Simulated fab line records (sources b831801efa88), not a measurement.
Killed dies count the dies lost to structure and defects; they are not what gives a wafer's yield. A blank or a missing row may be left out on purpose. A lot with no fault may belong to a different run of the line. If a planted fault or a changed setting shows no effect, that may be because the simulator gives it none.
fab line records | flow sky130
record: lots: 14 wafers: 42 last-day: 50
route steps=708 shown NWELL@34 VT_ADJUST_LVTN@104 VT_ADJUST_PCH@147 SONOS_ONO@169
lots that met no fault: from a run of the same line without faults
start-h: start of the lot's first displayed wafer, in hours after the record's first day | wait-h: time in hours since the lot's previous step | " as in the row above | L1.1+2: a single row standing in for several wafers | - value missing, or start not given | * or withheld: withheld | < > ~ a bound
route shown NAME@n: a module of which the file shows steps, and the number in the route of the first | usual: mean and standard deviation over wafers with no fault | same: alike in all rows | chamber/n: place in a boat | sites: readings site by site | _std_site: the values' standard deviation | _edge_site: mean of outer sites minus mean of inner sites | radius-mm: how far each site lies from the wafer's centre | mask NAME#n: copy n | behind: the most recent tool/chamber to have shaped the wafer | hold: reason for holding the lot/hours on hold/outcome of the hold | device: names the non-switching transistor (n, p or np) | end of line: the same wafers' tests at the end of the route | for a step that has no rows: nothing shown but its recipe | killed: count of dies lost to structure and defects at first sort (not the wafer's yield) | map: the dies of a wafer, with x for killed, . for not killed, _ for no die there
set.NAME: the run value of the setting; set.NAME@STEP: its run value at that earlier step | model.NAME: the simulator's own value behind a step, which no gauge read
steps of the route over a sample of lots; a table a step, a row a wafer
services: the hour from which a tool's chamber was out of use, counted from the record's first day as start-h (under 0 if before that day), plus the number of hours and why
== steps ==
step: SKY_NWELL_THK_MEAS_02
recipe: reads: SiO2_of_NWELL_OXIDATION_01
usual: NWELL_OXIDATION_THK: 9.58/0.21
columns lot.wafer tool chamber start-h wait-h NWELL_OXIDATION_THK[nm]
L815.3 film-metro-01 - 58.58 0.0 9.38
L815.5 " - " " 9.42
L815.6 " - " " 9.37
L814.1 film-metro-02 - 59.95 0.0 9.60
L814.3 " - " " 9.46
L814.5 " - " " 9.28
L818.1 film-metro-01 - 59.95 0.0 9.61
L818.3 " - " " 9.50
L818.4 " - " " 9.66
L816.1 film-metro-01 - 61.34 0.0 9.32
L816.4 " - " " 9.62
L816.5 " - " " 9.56
L817.1 film-metro-03 - 61.38 0.0 9.65
L817.2 " - " " 9.40
L817.4 " - " " 9.35
L821.4 film-metro-01 - 73.40 0.0 9.42
L821.5 " - " " 9.32
L821.6 " - " " 9.43
L822.3 film-metro-02 - 78.05 0.0 9.37
L822.4 " - " " 9.39
L822.5 " - " " 9.38
L823.3 film-metro-02 - 85.16 0.0 9.56
L823.5 " - " " 9.33
L823.6 " - " " 9.41
L824.1 film-metro-03 - 88.79 0.0 9.81
L824.2 " - " " 9.97
L824.4 " - " " 9.97
L825.1 film-metro-01 - 94.71 0.0 9.48
L825.3 " - " " 9.39
L825.5 " - " " 9.52
L827.3 film-metro-01 - 103.05 0.0 9.47
L827.4 " - " " 9.52
L827.6 " - " " 9.36
L830.1 film-metro-03 - 119.28 0.0 9.50
L830.2 " - " " 9.61
L830.6 " - " " 9.43
L832.1 film-metro-03 - 133.51 0.1 9.79
L832.4 " - " " 9.63
L832.6 " - " " 9.64
L837.2 film-metro-02 - 156.75 0.0 9.80
L837.3 " - " " 9.71
L837.6 " - " " 9.74
step: SKY_VT_ADJUST_LVTN_OVL_MEAS_07
usual: VT_ADJUST_LVTN_OVL: 0.5/1.3
columns lot.wafer tool chamber start-h wait-h VT_ADJUST_LVTN_OVL[nm]
L815.3 overlay-02 - 170.21 - 2.3
L815.5 " - " " 0.2
L815.6 " - " " -0.5
L818.1 overlay-01 - 170.85 - -1.4
L818.3 " - " " -2.1
L818.4 " - " " -0.3
L814.1 overlay-02 - 171.40 - 1.0
L814.3 " - " " -1.0
L814.5 " - " " -0.3
L816.1 overlay-01 - 172.15 - -0.1
L816.4 " - " " 0.3
L816.5 " - " " -0.7
L817.1 overlay-02 - 174.35 - 0.9
L817.2 " - " " 2.9
L817.4 " - " " 0.8
L821.4 overlay-01 - 190.62 - -0.5
L821.5 " - " " -1.7
L821.6 " - " " 1.0
L822.3 overlay-01 - 196.76 - 1.2
L822.4 " - " " 1.2
L822.5 " - " " -0.1
L823.3 overlay-01 - 205.57 - 0.8
L823.5 " - " " 0.2
L823.6 " - " " -1.0
L824.1 overlay-02 - 208.65 - 2.6
L824.2 " - " " 1.2
L824.4 " - " " 1.4
L825.1 overlay-02 - 217.50 - 2.4
L825.3 " - " " 0.8
L825.5 " - " " 2.1
L827.3 overlay-01 - 227.76 - -1.7
L827.4 " - " " 0.5
L827.6 " - " " -2.8
L830.1 overlay-02 - 245.80 - 0.1
L830.2 " - " " 0.2
L830.6 " - " " 0.1
L832.1 overlay-01 - 266.25 - 1.1
L832.4 " - " " 0.9
L832.6 " - " " 1.9
L837.2 overlay-02 - 296.00 - 0.0
L837.3 " - " " -1.8
L837.6 " - " " 0.9
step: SKY_VT_ADJUST_PCH_EXPOSE_04
recipe: mask-id: NWM na: 0.6 source-shape: conventional sigma-outer: 0.6 polarization: unpolarized target-cd-nm: 840 dose-mj: 255
usual: exposure-dose-mJ-cm2: 255.05/0.28
columns lot.wafer tool chamber start-h wait-h mask exposure-dose-mJ-cm2
L815.3 iline-stepper-02 0 248.95 - NWM#0 254.99
L815.5 " 0 " " NWM#0 254.90
L815.6 " 0 " " NWM#0 255.11
L818.1 iline-stepper-02 0 249.44 - NWM#0 255.22
L818.3 " 0 " " NWM#0 254.81
L818.4 " 0 " " NWM#0 255.25
L814.1 iline-stepper-01 0 252.00 - NWM#0 254.95
L814.3 " 0 " " NWM#0 255.27
L814.5 " 0 " " NWM#0 255.19
L816.1 iline-stepper-02 0 253.17 - NWM#0 255.19
L816.4 " 0 " " NWM#0 254.98
L816.5 " 0 " " NWM#0 254.63
L817.1 iline-stepper-02 0 254.25 - NWM#0 255.00
L817.2 " 0 " " NWM#0 254.83
L817.4 " 0 " " NWM#0 254.36
L821.4 iline-stepper-02 0 271.59 - NWM#0 255.56
L821.5 " 0 " " NWM#0 255.38
L821.6 " 0 " " NWM#0 255.62
L822.3 iline-stepper-02 0 280.58 - NWM#0 255.12
L822.4 " 0 " " NWM#0 254.99
L822.5 " 0 " " NWM#0 255.19
L823.3 iline-stepper-02 0 292.09 - NWM#0 255.55
L823.5 " 0 " " NWM#0 255.74
L823.6 " 0 " " NWM#0 255.60
L824.1 iline-stepper-02 0 295.03 - NWM#0 255.41
L824.2 " 0 " " NWM#0 255.33
L824.4 " 0 " " NWM#0 255.05
L825.1 iline-stepper-01 0 305.56 - NWM#0 254.97
L825.3 " 0 " " NWM#0 254.53
L825.5 " 0 " " NWM#0 254.86
L827.3 iline-stepper-01 0 317.62 - NWM#0 255.15
L827.4 " 0 " " NWM#0 255.02
L827.6 " 0 " " NWM#0 254.66
L830.1 iline-stepper-01 0 339.00 - NWM#0 254.53
L830.2 " 0 " " NWM#0 254.41
L830.6 " 0 " " NWM#0 254.27
L832.1 iline-stepper-01 0 362.47 - NWM#0 255.08
L832.4 " 0 " " NWM#0 255.28
L832.6 " 0 " " NWM#0 255.06
L837.2 iline-stepper-01 0 394.53 - NWM#0 255.18
L837.3 " 0 " " NWM#0 255.48
L837.6 " 0 " " NWM#0 254.88
step: SKY_VT_ADJUST_PCH_OVL_MEAS_07
usual: VT_ADJUST_PCH_OVL: 0.7/1.4
columns lot.wafer tool chamber start-h wait-h VT_ADJUST_PCH_OVL[nm]
L815.3 overlay-02 - 261.10 - 2.2
L815.5 " - " " -0.3
L815.6 " - " " 0.9
L818.1 overlay-02 - 261.44 - 0.9
L818.3 " - " " -0.3
L818.4 " - " " 0.8
L814.1 overlay-02 - 263.80 - 2.2
L814.3 " - " " 0.8
L814.5 " - " " -1.3
L816.1 overlay-02 - 265.40 - 4.3
L816.4 " - " " 0.5
L816.5 " - " " 3.5
L817.1 overlay-02 - 266.60 - 1.5
L817.2 " - " " -0.3
L817.4 " - " " 1.2
L821.4 overlay-02 - 284.31 - 134.6
L821.5 " - " " 131.8
L821.6 " - " " 133.8
L822.3 overlay-01 - 293.55 - 133.7
L822.4 " - " " 135.0
L822.5 " - " " 134.8
L823.3 overlay-01 - 305.01 - 133.7
L823.5 " - " " 133.8
L823.6 " - " " 134.3
L824.1 overlay-02 - 307.74 - 133.2
L824.2 " - " " 134.9
L824.4 " - " " 133.2
L825.1 overlay-02 - 319.35 - -0.5
L825.3 " - " " -1.0
L825.5 " - " " 1.1
L827.3 overlay-02 - 331.00 - 0.7
L827.4 " - " " 1.5
L827.6 " - " " 0.5
L830.1 overlay-01 - 353.55 - -0.7
L830.2 " - " " -1.3
L830.6 " - " " -0.4
L832.1 overlay-02 - 376.30 - -0.1
L832.4 " - " " -2.7
L832.6 " - " " -0.1
L837.2 overlay-02 - 408.65 - -0.8
L837.3 " - " " 0.4
L837.6 " - " " -2.6
step: SKY_SONOS_ONO_THK_MEAS_01
recipe: reads: SiO2_of_SONOS_ONO_OXIDATION_00
usual: SONOS_ONO_OXIDATION_THK: 2.58/0.051
columns lot.wafer tool chamber start-h wait-h SONOS_ONO_OXIDATION_THK[nm]
L818.1 film-metro-04 - 289.51 0.0 2.58
L818.3 " - " " 2.58
L818.4 " - " " 2.54
L815.3 film-metro-01 - 289.53 0.0 2.64
L815.5 " - " " 2.59
L815.6 " - " " 2.65
L814.1 film-metro-01 - 291.23 0.0 2.55
L814.3 " - " " 2.61
L814.5 " - " " 2.55
L816.1 film-metro-01 - 293.75 0.0 2.56
L816.4 " - " " 2.57
L816.5 " - " " 2.57
L817.1 film-metro-04 - 295.16 0.1 2.64
L817.2 " - " " 2.62
L817.4 " - " " 2.62
L821.4 film-metro-04 - 313.01 0.0 2.58
L821.5 " - " " 2.62
L821.6 " - " " 2.54
L822.3 film-metro-03 - 324.11 0.0 2.54
L822.4 " - " " 2.57
L822.5 " - " " 2.52
L823.3 film-metro-03 - 334.72 0.0 2.57
L823.5 " - " " 2.49
L823.6 " - " " 2.57
L824.1 film-metro-03 - 337.55 0.0 2.62
L824.2 " - " " 2.63
L824.4 " - " " 2.61
L825.1 film-metro-03 - 349.66 0.0 2.58
L825.3 " - " " 2.60
L825.5 " - " " 2.62
L827.3 film-metro-03 - 365.00 0.0 2.54
L827.4 " - " " 2.65
L827.6 " - " " 2.54
L830.1 film-metro-01 - 385.41 0.0 2.49
L830.2 " - " " 2.55
L830.6 " - " " 2.48
L832.1 film-metro-04 - 406.17 0.0 2.56
L832.4 " - " " 2.55
L832.6 " - " " 2.59
L837.2 film-metro-03 - 441.22 0.0 2.64
L837.3 " - " " 2.71
L837.6 " - " " 2.74
== services ==
columns tool chamber start-h hours kind
iline-stepper-01 0 270.35 - calibration
iline-stepper-01 - 277.09 1.7 pm
iline-stepper-02 - 303.36 4.4 pm
iline-stepper-02 - 313.79 2.1 pm
iline-stepper-02 - 315.88 - consumable-replace:lamp
iline-stepper-01 - 357.85 1.2 repair
iline-stepper-02 0 390.66 - calibration
== key ==
first-sign: step: SKY_VT_ADJUST_PCH_OVL_MEAS_07 reading: VT_ADJUST_PCH_OVL direction: up sigmas: 95 usual: 0.7 struck: 133.9
effect none on later readings
met-at SKY_VT_ADJUST_PCH_EXPOSE_04
struck-lots L821,L822,L823,L824
rows-end L822.4,L824.1
tester-left-out L821,L822,L823,L824
not-acting-at SKY_NWELL_THK_MEAS_02,SKY_VT_ADJUST_LVTN_OVL_MEAS_07,SKY_SONOS_ONO_THK_MEAS_01
onset-between 254.25 271.59
fault: kind: scanner-matching-overlay tool: iline-stepper-02 chamber: - onset-h: 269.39 steps: SKY_VT_ADJUST_PCH_EXPOSE_04 offset: 133.29
tester-left-out: of these lots the tester's yield and bins aren't shown, on N5 and GAA mostly nor the transistor test; their killed dies are dies lost to structure and defects alone, not to doping, threshold or leakage, so they don't give the yield
rows-end: these wafers met a further fault down the route, and their rows from its step on are left out
